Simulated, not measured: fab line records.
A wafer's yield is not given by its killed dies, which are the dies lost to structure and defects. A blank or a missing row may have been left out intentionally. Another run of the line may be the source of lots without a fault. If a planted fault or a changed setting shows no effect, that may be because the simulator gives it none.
Which of the tools did it? | flow gf180mcu | 11 lots with 33 wafers sampled at 2 steps, on a route of 602 steps

## WHAT THE GAUGES SHOWED, per wafer
GF_STI_THK_MEAS_30. Usual: STI_OXIDATION_02_THK gives 10.06 nm (standard deviation 0.17).
lot  | measured    | on            | STI_OXIDATION_02_THK (nm) | flag
L770 | day 2 10:52 | film-metro-02 | 9.92 9.99 10.07           |
L771 | day 2 17:17 | film-metro-02 | 9.81 10.01 9.84           |
L772 | day 2 20:56 | film-metro-02 | 9.64 9.69 9.67            |
L774 | day 3 10:16 | film-metro-04 | 9.85 9.80 9.91            |
L775 | day 3 12:41 | film-metro-02 | 10.04 9.94 10.01          |
L777 | day 4 01:29 | film-metro-02 | 10.16 10.08 10.21         |
L780 | day 4 15:41 | film-metro-04 | 13.83 13.82 13.82         | OFF
L782 | day 5 02:40 | film-metro-04 | 13.70 13.82 13.76         | OFF
L783 | day 5 07:27 | film-metro-03 | 10.28 10.26 10.36         |
L786 | day 5 22:39 | film-metro-02 | 10.27 10.10 10.03         |
L792 | day 7 04:47 | film-metro-02 | 9.80 10.01 10.00          |

## WHICH TOOL RAN EACH LOT (tool, then ch and the chambers of the sampled wafers, then the start)
lot  | GF_STI_OXIDATION_29
L770 | furnace-02 ch 0, day 2 09:28
L771 | furnace-01 ch 0, day 2 15:52
L772 | furnace-02 ch 0, day 2 19:32
L774 | furnace-02 ch 0, day 3 08:52
L775 | furnace-01 ch 0, day 3 11:16
L777 | furnace-02 ch 0, day 4 00:06
L780 | furnace-02 ch 0, day 4 14:18
L782 | furnace-02 ch 0, day 5 01:16
L783 | furnace-01 ch 0, day 5 06:03
L786 | furnace-01 ch 0, day 5 21:15
L792 | furnace-01 ch 0, day 7 03:23
- GF_STI_OXIDATION_29: stabilise 600 s, purge 300 s, target thk 10 nm.

## WHAT THE TOOLS THEMSELVES READ (means of the sampled wafers that have a number; where no wafer has one, the mark that the record gives instead)
GF_STI_OXIDATION_29. Usual: spike-tc-bottom-C 919.2 C (standard deviation 0.97); spike-tc-centre-C 900.2 C (standard deviation 1.2); spike-tc-lower-C 901.1 C (standard deviation 0.96); spike-tc-top-C 912 C (standard deviation 4.4); spike-tc-upper-C 901.1 C (standard deviation 1.2); zone-power-lower-pct 16.9 % (standard deviation 0.42); zone-power-upper-pct 20.34 % (standard deviation 0.23).
lot  | tool       | spike-tc-bottom-C (C) | spike-tc-centre-C (C) | spike-tc-lower-C (C) | spike-tc-top-C (C) | spike-tc-upper-C (C) | zone-power-lower-pct (%) | zone-power-upper-pct (%) | flag
L770 | furnace-02 | 919.5                 | 901.9                 | 901.6                | 908                | 900.2                | 17.2                     | 20.35                    |
L771 | furnace-01 | 917.6                 | 899.5                 | 902.0                | 915                | 902.0                | 16.7                     | 20.46                    |
L772 | furnace-02 | 919.9                 | 901.3                 | 900.6                | 907                | 900.0                | 17.4                     | 20.34                    |
L774 | furnace-02 | 918.8                 | 900.5                 | 901.7                | 907                | 900.5                | 17.3                     | 20.36                    |
L775 | furnace-01 | 919.4                 | 899.0                 | 900.4                | 917                | 900.7                | 16.5                     | 20.35                    |
L777 | furnace-02 | 919.9                 | 900.0                 | 901.6                | 908                | 901.0                | 17.3                     | 20.06                    |
L780 | furnace-02 | 948.7                 | 931.0                 | 930.7                | 938                | 930.6                | 18.9                     | 21.64                    | OFF
L782 | furnace-02 | 949.0                 | 931.4                 | 931.3                | 937                | 930.8                | 18.7                     | 21.84                    | OFF
L783 | furnace-01 | 919.9                 | 899.6                 | 901.5                | 917                | 901.9                | 16.5                     | 20.72                    |
L786 | furnace-01 | 920.0                 | 900.1                 | 900.7                | 916                | 901.3                | 16.5                     | 20.27                    |
L792 | furnace-01 | 918.6                 | 899.4                 | 901.1                | 916                | 902.6                | 16.5                     | 20.21                    |

## THE ANSWER, worked out from the rows above alone
Rule: take the mean of a lot's wafers that have a number; if it is more than 3 standard deviations from the usual mean, the lot is off. Also off: a lot with no number at a reading for which 4 or more lots have one. Where the step has rows for the other lots, those lots are counted as sound. The gauges are gone through in route order, then the tools' own readings, and for those a lot's mean is taken as printed above. At the first step where some lot is off, the reading lying furthest off is the one used; lots without a number count as furthest.
Off: L780, L782, seen at GF_STI_THK_MEAS_30 (STI_OXIDATION_02_THK).
A tool fits if, at a process step before that reading, it ran every lot that is off, and no sound lot after the first of them. The gauges at GF_STI_THK_MEAS_30 aren't tried: what is off there is off at GF_STI_OXIDATION_29 too, on other tools, and a gauge's error can't cause that. One fits: furnace-02 at GF_STI_OXIDATION_29. A fault onset in the window from L777 (day 4 00:06, its last sound lot) to L780 (day 4 14:18, its first lot off) fits.
The tool's own readings at GF_STI_OXIDATION_29 bear it out: on the lots that are off they differ by more than 5 times the standard deviation of the sound lots' means. spike-tc-bottom-C reads 948.9 C there against 919.3 C on the sound lots; spike-tc-centre-C reads 931.2 C there against 900.1 C on the sound lots; spike-tc-lower-C reads 931.0 C there against 901.2 C on the sound lots; spike-tc-top-C reads 938 C there against 912 C on the sound lots; spike-tc-upper-C reads 930.7 C there against 901.1 C on the sound lots; zone-power-upper-pct reads 21.74 % there against 20.35 % on the sound lots.

## WHAT THE SIMULATOR HAD INSERTED
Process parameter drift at GF_STI_OXIDATION_29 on furnace-02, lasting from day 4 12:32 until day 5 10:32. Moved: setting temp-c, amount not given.
Lots struck among those shown: L780, L782. Same finding as the rule above.
